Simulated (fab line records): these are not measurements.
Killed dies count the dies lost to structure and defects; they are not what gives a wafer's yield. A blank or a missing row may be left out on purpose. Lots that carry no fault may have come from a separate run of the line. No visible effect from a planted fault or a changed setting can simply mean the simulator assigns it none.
fab line records -- flow sky130
record lots=6, wafers=18, lastDay=49
route steps=708 shown LDD_HVP@288 LDD_LDN@289 PAD_OPEN@708
lots untouched by any fault: they come from a run of this same line in which no faults occurred
startH: start of the lot's first displayed wafer, in hours after the record's first day -- waitH: hours from the lot's prior step to this one -- " unchanged from the row above -- L1.1+2: a row that stands for several wafers -- - no value, or no start was given -- * or withheld: withheld -- < > ~ a bound
route shown NAME@n: a module of which the file shows steps, and the number in the route of the first -- usual: mean/standard deviation of fault-free wafers -- same: alike in all rows -- chamber/n: place in a boat -- sites: each site's reading -- _std_site: standard deviation of those values -- _edge_site: the outer-site mean with the inner-site mean subtracted -- radiusMm: for every site, how far away it sits from the centre of the wafer -- mask NAME#n: copy n -- behind: the most recent tool/chamber to have shaped the wafer -- hold: what put the lot on hold/how long, in hours/how the hold closed -- device: the n, p or np transistor that did not switch -- end of line: the route-end tests of the same wafers -- a step without rows: its recipe alone -- killed: not the wafer's yield, but the dies lost to structure and defects at the first sort -- map: dies across one wafer; x = killed, . = not, _ = none there
set.NAME: the run value of the setting; set.NAME@STEP: its run value at that earlier step -- model.NAME: the simulator's own value behind a step, which no gauge read
lots at selected steps of the route; one table per step, one row per wafer
services: when a tool's chamber went out of use (startH, in hours from the record's first day, below 0 if earlier), for how many hours, and the reason
## steps
# step SKY_LDD_HVP_TW_MEAS_10
# usual LDD_HVP_TW=459/5.2
lot.wafer,tool,chamber,startH,waitH,LDD_HVP_TW
L537.2,filmMetro-01,-,499.33,0.1,456
L537.5,filmMetro-01,-,499.33,0.1,460
L537.6,filmMetro-01,-,499.33,0.1,459
L541.3,filmMetro-01,-,544.69,0.1,460
L541.5,filmMetro-01,-,544.69,0.1,457
L541.6,filmMetro-01,-,544.69,0.1,454
L547.3,filmMetro-04,-,596.59,0.1,456
L547.4,filmMetro-04,-,596.59,0.1,453
L547.5,filmMetro-04,-,596.59,0.1,454
L549.3,filmMetro-04,-,606.29,0.1,459
L549.4,filmMetro-04,-,606.29,0.1,456
L549.5,filmMetro-04,-,606.29,0.1,458
L557.1,filmMetro-01,-,666.27,0.1,457
L557.4,filmMetro-01,-,666.27,0.1,458
L557.5,filmMetro-01,-,666.27,0.1,457
L558.1,filmMetro-03,-,672.27,0.1,468
L558.3,filmMetro-03,-,672.27,0.1,467
L558.6,filmMetro-03,-,672.27,0.1,469
# step SKY_LDD_LDN_DEHYDRATE_00
# recipe tempC=200, timeS=60
# step SKY_LDD_LDN_HMDS_01
# recipe primeTimeS=60, primeTempC=120
# step SKY_LDD_LDN_COAT_02
# recipe resist=NOVOLAK, spinRpm=3000, resistThkNm=1140
# step SKY_LDD_LDN_SOFTBAKE_03
# recipe tempC=90, timeS=60, resist=NOVOLAK
# step SKY_LDD_LDN_EXPOSE_04
# recipe maskId=LDNTM, na=0.6, sourceShape=conventional, sigmaOuter=0.6, polarization=unpolarized, targetCdNm=700, doseMj=140
# step SKY_LDD_LDN_PEB_05
# recipe tempC=withheld, timeS=*, resist=NOVOLAK
# step SKY_LDD_LDN_DEVELOP_06
# recipe resist=NOVOLAK, developer=TMAH, developTimeS=60, devTempC=23
# step SKY_LDD_LDN_OVL_MEAS_07
# usual LDD_LDN_OVL=-0.4/1.8
lot.wafer,tool,chamber,startH,waitH,LDD_LDN_OVL[nm]
L537.2,overlay-02,-,528.64,0.1,0.2
L537.5,overlay-02,-,528.64,0.1,0.5
L537.6,overlay-02,-,528.64,0.1,0.4
L541.3,overlay-02,-,574.50,0.1,0.4
L541.5,overlay-02,-,574.50,0.1,-0.7
L541.6,overlay-02,-,574.50,0.1,1.5
L547.3,overlay-01,-,626.00,0.1,0.4
L547.4,overlay-01,-,626.00,0.1,-0.6
L547.5,overlay-01,-,626.00,0.1,-1.5
L549.3,overlay-02,-,635.65,0.1,0.2
L549.4,overlay-02,-,635.65,0.1,0.5
L549.5,overlay-02,-,635.65,0.1,-0.4
L557.1,overlay-01,-,693.89,0.1,-1.0
L557.4,overlay-01,-,693.89,0.1,-2.6
L557.5,overlay-01,-,693.89,0.1,-1.6
L558.1,overlay-01,-,699.83,0.1,2.2
L558.3,overlay-01,-,699.83,0.1,-0.7
L558.6,overlay-01,-,699.83,0.1,0.8
# step SKY_LDD_LDN_IMPLANT_08
# recipe species=As, energyKev=15, doseCm2=1.25e+13, tiltDeg=withheld, rotationDeg=23
# step SKY_LDD_LDN_IMPLANT_09
# recipe species=As, energyKev=15, doseCm2=1.25e+13, tiltDeg=withheld, rotationDeg=113
# step SKY_LDD_LDN_IMPLANT_10
# recipe species=As, energyKev=15, doseCm2=1.25e+13, tiltDeg=withheld, rotationDeg=203
# step SKY_LDD_LDN_IMPLANT_11
# recipe species=As, energyKev=15, doseCm2=1.25e+13, tiltDeg=withheld, rotationDeg=293
# usual doseIonsCm2=1.2499e+13/1.4e+10, faradayCurrentUA=70.5/1.4
lot.wafer,tool,chamber,startH,waitH,doseIonsCm2,faradayCurrentUA
L537.2,implanter-02,0,529.14,0.1,1.2507e+13,69.3
L537.5,implanter-02,0,529.14,0.1,1.2498e+13,71.1
L537.6,implanter-02,0,529.14,0.1,1.2501e+13,70.8
L541.3,implanter-03,0,575.02,0.1,1.2519e+13,68.4
L541.5,implanter-03,0,575.02,0.1,1.2552e+13,70.1
L541.6,implanter-03,0,575.02,0.1,1.249e+13,69.3
L547.3,implanter-02,0,626.52,0.1,1.3926e+13,79.7
L547.4,implanter-02,0,626.52,0.1,1.391e+13,79.2
L547.5,implanter-02,0,626.52,0.1,1.3908e+13,79.5
L549.3,implanter-02,0,636.17,0.1,1.3911e+13,77.6
L549.4,implanter-02,0,636.17,0.1,1.3889e+13,79.1
L549.5,implanter-02,0,636.17,0.1,1.3911e+13,78.7
L557.1,implanter-02,0,694.37,0.1,1.2505e+13,72.4
L557.4,implanter-02,0,694.37,0.1,1.2489e+13,71.2
L557.5,implanter-02,0,694.37,0.1,1.2516e+13,70.1
L558.1,implanter-03,0,700.32,0.1,1.2515e+13,72.5
L558.3,implanter-03,0,700.32,0.1,1.25e+13,70.9
L558.6,implanter-03,0,700.32,0.1,1.25e+13,70.8
# step SKY_LDD_LDN_STRIP_12
# recipe chemistry=O2/N2, powerW=1400, pressureMtorr=1500, platenTempC=withheld, o2FlowSccm=3000, n2FlowSccm=300, overashFraction=0.5
# usual drypumpMotorCurrentA=5.7/0.68, oesProductAu=0.715/0.004, stripTimeToEndpointS=14.19/0.036
lot.wafer,tool,chamber,startH,waitH,drypumpMotorCurrentA,oesProductAu,rfHoursCounterH,stripTimeToEndpointS
L537.2,plasmaAsher-04,1,529.27,0.1,4.7,0.715,82,14.21
L537.5,plasmaAsher-04,1,529.27,0.1,4.7,0.714,-,14.21
L537.6,plasmaAsher-04,0,529.27,0.1,6.7,0.719,-,14.20
L541.3,plasmaAsher-01,1,575.15,0.1,6.2,0.711,-,14.22
L541.5,plasmaAsher-01,1,575.15,0.1,6.2,0.708,-,14.24
L541.6,plasmaAsher-01,0,575.15,0.1,5.2,0.715,-,14.19
L547.3,plasmaAsher-01,0,626.65,0.1,5.2,0.722,-,14.20
L547.4,plasmaAsher-01,1,626.65,0.1,6.2,0.720,-,14.21
L547.5,plasmaAsher-01,0,626.65,0.1,5.2,0.720,-,14.22
L549.3,plasmaAsher-01,1,636.31,0.1,6.2,0.720,-,14.24
L549.4,plasmaAsher-01,0,636.31,0.1,5.2,0.716,-,14.28
L549.5,plasmaAsher-01,1,636.31,0.1,6.2,0.719,-,14.25
L557.1,plasmaAsher-03,1,694.52,0.1,5.4,0.718,27,14.13
L557.4,plasmaAsher-03,0,694.52,0.1,5.8,0.710,-,14.17
L557.5,plasmaAsher-03,0,694.52,0.1,5.8,0.725,-,14.16
L558.1,plasmaAsher-01,1,700.47,0.1,6.2,0.710,56,14.11
L558.3,plasmaAsher-01,1,700.47,0.1,6.2,0.715,-,14.18
L558.6,plasmaAsher-01,0,700.47,0.1,5.2,0.717,-,14.18
# step SKY_PAD_OPEN_PROBE_99
# usual killed_at_M0_to_M3=44/6.6, killed_at_M4_up=2.9/1.8, killedAtContacts=24/4.8, killedAtFrontEnd=15/4.5, killedAtOther=0.3/0.64, killedDies=86/8.7, killedOpen=47/6.5, killedShort=39/5.8
# same grossDies=492, killedAtBackSide=0
lot.wafer,tool,chamber,startH,waitH,killed_at_M0_to_M3,killed_at_M4_up,killedAtContacts,killedAtFrontEnd,killedAtOther,killedDies,killedOpen,killedShort
L537.2,prober-02,-,1076.40,0.1,41,4,19,18,1,83,41,41
L537.5,prober-02,-,1076.55,0.2,57,1,18,16,0,92,54,38
L537.6,prober-02,-,1076.60,0.2,42,2,29,12,1,86,37,48
L541.3,prober-02,-,1109.01,0.2,51,6,17,19,0,93,55,38
L541.5,prober-02,-,1109.11,0.2,36,2,22,15,0,75,40,35
L541.6,prober-02,-,1109.16,0.2,53,2,26,19,0,100,54,46
L547.3,prober-02,-,1143.16,0.2,51,6,24,24,0,105,57,48
L547.4,prober-02,-,1143.21,0.2,54,3,18,19,1,95,55,40
L547.5,prober-02,-,1143.26,0.2,47,1,31,13,0,92,51,41
L549.3,prober-02,-,1149.18,0.2,44,0,19,20,0,83,47,35
L549.4,prober-02,-,1149.23,0.2,43,2,21,12,0,78,52,25
L549.5,prober-02,-,1149.28,0.2,40,1,29,14,0,84,51,32
L557.1,prober-02,-,1185.26,0.1,37,5,22,10,1,75,50,24
L557.4,prober-02,-,1185.41,0.2,36,3,25,15,0,79,39,39
L557.5,prober-02,-,1185.46,0.2,46,3,17,21,2,89,45,43
L558.1,prober-01,-,1186.76,0.1,41,4,25,22,1,93,55,37
L558.3,prober-01,-,1186.86,0.2,36,4,21,21,0,82,42,35
L558.6,prober-01,-,1187.01,0.2,53,3,16,13,0,85,48,36
# killed by level:class
L537.2 LI_CONTACT:geometricParticle:open=8 VIA2:geometricParticle:open=8 FIELD_ISO:geometricParticle:short=6 POLY_GATE:geometricParticle:open=6 METAL3:geometricParticle:short=6 VIA2:geometricParticle:short=5 CONTACT:geometricParticle:short=4 VIA1:geometricParticle:open=4
L537.5 VIA2:geometricParticle:open=13 VIA1:geometricParticle:open=12 FIELD_ISO:geometricParticle:open=8 CONTACT:geometricParticle:open=8 VIA2:geometricParticle:short=5 METAL1:geometricParticle:short=5 VIA1:geometricParticle:short=5 METAL2:geometricParticle:short=5
L537.6 CONTACT:geometricParticle:open=13 CONTACT:geometricParticle:short=8 VIA1:geometricParticle:open=8 METAL2:geometricParticle:short=7 VIA2:geometricParticle:open=7 METAL1:geometricParticle:short=6 VIA1:geometricParticle:short=6 FIELD_ISO:geometricParticle:short=4
L541.3 VIA1:geometricParticle:open=16 VIA3:geometricParticle:open=9 VIA1:geometricParticle:short=7 VIA2:geometricParticle:open=7 FIELD_ISO:geometricParticle:short=6 POLY_GATE:geometricParticle:open=5 CONTACT:geometricParticle:open=5 CONTACT:geometricParticle:short=4
L541.5 VIA1:geometricParticle:open=11 CONTACT:geometricParticle:open=9 FIELD_ISO:geometricParticle:short=5 VIA2:geometricParticle:open=5 VIA3:geometricParticle:open=5 METAL1:geometricParticle:short=4 POLY_GATE:geometricParticle:short=4 LI_CONTACT:geometricParticle:open=4
L541.6 VIA1:geometricParticle:open=14 CONTACT:geometricParticle:open=12 VIA2:geometricParticle:open=10 METAL2:geometricParticle:short=7 VIA3:geometricParticle:short=7 LI_CONTACT:geometricParticle:open=6 CONTACT:geometricParticle:short=6 FIELD_ISO:geometricParticle:open=5
L547.3 CONTACT:geometricParticle:open=10 VIA3:geometricParticle:open=9 FIELD_ISO:geometricParticle:short=8 VIA1:geometricParticle:open=8 FIELD_ISO:geometricParticle:open=7 VIA2:geometricParticle:open=7 VIA1:geometricParticle:short=6 CONTACT:geometricParticle:short=6
L547.4 VIA1:geometricParticle:open=23 CONTACT:geometricParticle:open=10 FIELD_ISO:geometricParticle:short=7 VIA3:geometricParticle:open=6 FIELD_ISO:geometricParticle:open=5 VIA1:geometricParticle:short=5 POLY_GATE:geometricParticle:short=4 METAL1:geometricParticle:short=4
L547.5 VIA1:geometricParticle:open=15 CONTACT:geometricParticle:open=9 LI_CONTACT:geometricParticle:open=8 CONTACT:geometricParticle:short=7 VIA1:geometricParticle:short=6 METAL1:geometricParticle:short=6 VIA3:geometricParticle:open=6 POLY_GATE:geometricParticle:short=5
L549.3 VIA1:geometricParticle:open=8 VIA1:geometricParticle:short=7 VIA2:geometricParticle:open=7 LI_CONTACT:geometricParticle:open=6 CONTACT:geometricParticle:open=6 METAL1:geometricParticle:short=6 VIA3:geometricParticle:open=5 POLY_GATE:geometricParticle:open=4
L549.4 VIA1:geometricParticle:open=17 LI_CONTACT:geometricParticle:open=10 CONTACT:geometricParticle:open=7 VIA3:geometricParticle:open=6 METAL1:geometricParticle:short=5 VIA2:geometricParticle:open=4 POLY_GATE:geometricParticle:short=3 METAL1:geometricParticle:open=3
L549.5 CONTACT:geometricParticle:open=9 LI_CONTACT:geometricParticle:open=8 VIA1:geometricParticle:open=8 VIA3:geometricParticle:open=7 VIA1:geometricParticle:short=5 METAL2:geometricParticle:short=5 POLY_GATE:geometricParticle:open=4 LOCAL_INTERCONNECT:geometricParticle:short=4
L557.1 LI_CONTACT:geometricParticle:open=9 CONTACT:geometricParticle:open=9 METAL2:geometricParticle:short=8 VIA3:geometricParticle:open=5 VIA1:geometricParticle:open=5 FIELD_ISO:geometricParticle:open=4 VIA1:geometricParticle:short=4 VIA2:geometricParticle:open=4
L557.4 LI_CONTACT:geometricParticle:open=7 CONTACT:geometricParticle:open=7 VIA1:geometricParticle:open=7 POLY_GATE:geometricParticle:open=6 LOCAL_INTERCONNECT:geometricParticle:short=6 VIA1:geometricParticle:short=6 VIA2:geometricParticle:short=4 VIA2:geometricParticle:open=4
L557.5 METAL2:geometricParticle:short=10 VIA1:geometricParticle:open=10 LI_CONTACT:geometricParticle:open=7 VIA3:geometricParticle:open=7 FIELD_ISO:geometricParticle:short=6 FIELD_ISO:geometricParticle:open=6 METAL1:geometricParticle:short=6 POLY_GATE:geometricParticle:open=4
L558.1 VIA1:geometricParticle:open=14 FIELD_ISO:geometricParticle:short=9 CONTACT:geometricParticle:open=9 VIA2:geometricParticle:open=8 CONTACT:geometricParticle:short=7 LI_CONTACT:geometricParticle:open=6 METAL2:geometricParticle:short=4 POLY_GATE:geometricParticle:open=4
L558.3 VIA1:geometricParticle:open=10 CONTACT:geometricParticle:open=9 VIA2:geometricParticle:open=9 POLY_GATE:geometricParticle:short=4 CONTACT:geometricParticle:short=4 METAL2:geometricParticle:short=4 NWELL:coatMicrobubblePrinted=4 FIELD_ISO:geometricParticle:short=3
L558.6 VIA1:geometricParticle:open=11 VIA3:geometricParticle:open=11 VIA1:geometricParticle:short=6 METAL2:geometricParticle:short=6 CONTACT:geometricParticle:open=5 METAL1:geometricParticle:short=5 VIA2:geometricParticle:open=5 LI_CONTACT:geometricParticle:open=4
## services
tool,chamber,startH,hours,kind
plasmaAsher-03,-,511.79,0.8,repair
plasmaAsher-03,-,536.27,0.7,repair
implanter-03,-,539.05,1.6,repair
plasmaAsher-03,-,545.70,4.1,repair
plasmaAsher-03,-,553.89,0.9,repair
implanter-02,-,559.04,4.7,repair
implanter-03,-,589.57,1.0,repair
implanter-03,-,602.08,3.9,repair
plasmaAsher-01,-,611.45,6.5,repair
implanter-03,-,616.09,2.8,repair
implanter-03,-,628.29,13.7,repair
plasmaAsher-01,-,667.50,5.7,repair
## key
firstSign step=SKY_LDD_LDN_IMPLANT_11, reading=doseIonsCm2, direction=up, sigmas=99+, usual=*, struck=*
effect step=SKY_LDD_LDN_IMPLANT_11, reading=faradayCurrentUA, direction=up, sigmas=6.2, usual=70.5, struck=79.0
metAt SKY_LDD_LDN_IMPLANT_11
struckWafers L547.3,L547.4,L547.5,L549.3,L549.4,L549.5
testerLeftOut L547,L549
onsetBetween 529.14 626.52
fault kind=processParameterDrift, tool=implanter-02, chamber=-, onsetH=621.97, steps=SKY_LDD_LDN_IMPLANT_11, channel=doseCm2, offset=*, shape=step, endH=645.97, actsIn=*, stated=*
# testerLeftOut: of these lots the tester's yield and bins aren't shown, on N5 and GAA mostly nor the transistor test; their killed dies are dies lost to structure and defects alone, not to doping, threshold or leakage, so they don't give the yield
